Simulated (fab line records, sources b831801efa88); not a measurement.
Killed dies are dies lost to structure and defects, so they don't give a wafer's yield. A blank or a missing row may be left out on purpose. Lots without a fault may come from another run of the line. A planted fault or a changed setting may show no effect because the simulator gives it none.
Problem report in the 8D (eight disciplines) form, filled by code | flow sky130 | the parts of the form that need people (team, actions taken, sign-off) are left out

1. THE PROBLEM
chamber_pressure_pa at SKY_METAL5_SPUTTER_00 reads a mean of 0.4334 Pa on 1 wafer of 1 lot; wafers without a fault read 0.4000 Pa with a standard deviation of 0.00081. That is +41 standard deviations from the usual mean.
The step: material Ti, target thk 15 nm, time 10 s.
First seen on wafer L758.1, day 44 03:20, on pvd_sputter-03. The record holds 34 wafers of 12 lots with a number at this step. Rule for "out", or "out of limits": more than 4 standard deviations from the usual mean. The other wafers with a number count as sound.

2. WHAT IT IS AND WHAT IT IS NOT
question                    | is                     | is not
which readings at this step | chamber_pressure_pa    | throttle_valve_pct
which lots                  | L758                   | L755, L757, L764, L765, L772, L773, L774, L775, L776, L777, L778
which wafers of those lots  | all that have a number | -
read on which tools         | pvd_sputter-03         | pvd_sputter-01, pvd_sputter-02
when                        | from day 44 03:20      | up to then (6 sound wafers); but 27 sound wafers of L764, L765, L772, L773, L774, L775, L776, L777, L778 came after

3. SUSPECTS, AND WHAT RULES EACH OUT
Counting: a tool at a process step up to the reading stays a suspect if it ran every lot that is out and no sound lot after the first of them.
- pvd_sputter-03 at SKY_METAL5_SPUTTER_00 (material Ti, target thk 15 nm, time 10 s): kept. It ran the lot that is out, L758 (day 44 03:20), and no sound lot after that; its last sound lot up to then is L757 (day 43 12:30). Its own readings are out on those wafers: chamber_pressure_pa.
Left after counting: pvd_sputter-03 at SKY_METAL5_SPUTTER_00.

4. THE CAUSE (what the simulator had put in)
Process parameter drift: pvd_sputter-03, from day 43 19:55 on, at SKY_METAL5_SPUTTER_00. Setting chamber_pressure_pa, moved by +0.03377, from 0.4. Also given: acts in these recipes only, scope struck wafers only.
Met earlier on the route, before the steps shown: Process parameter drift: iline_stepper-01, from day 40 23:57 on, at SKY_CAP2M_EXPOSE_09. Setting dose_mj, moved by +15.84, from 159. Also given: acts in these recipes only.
Counting left only this tool.

5. THE CHAIN OF EFFECTS, in route order
Each row: a reading whose mean over the struck wafers that have a number lies more than 3 standard deviations from the usual. Only readings for which the record gives a usual standard deviation are gone through. hours: the time from each lot's start at the first step in this table that gives one to its start at this step, as a median over the lots. sigmas: the change in usual standard deviations.
hours | step                  | reading             | usual     | on struck wafers | change  | sigmas
0     | SKY_METAL5_SPUTTER_00 | chamber_pressure_pa | 0.4000 Pa | 0.4334           | +0.0334 | +41
The process steps in it:
- SKY_METAL5_SPUTTER_00: material Ti, target thk 15 nm, time 10 s.

6. WHAT WOULD HAVE CAUGHT IT SOONER
In this record the first reading out of limits was taken at day 44 03:20, 7 hours after the fault began at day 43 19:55.
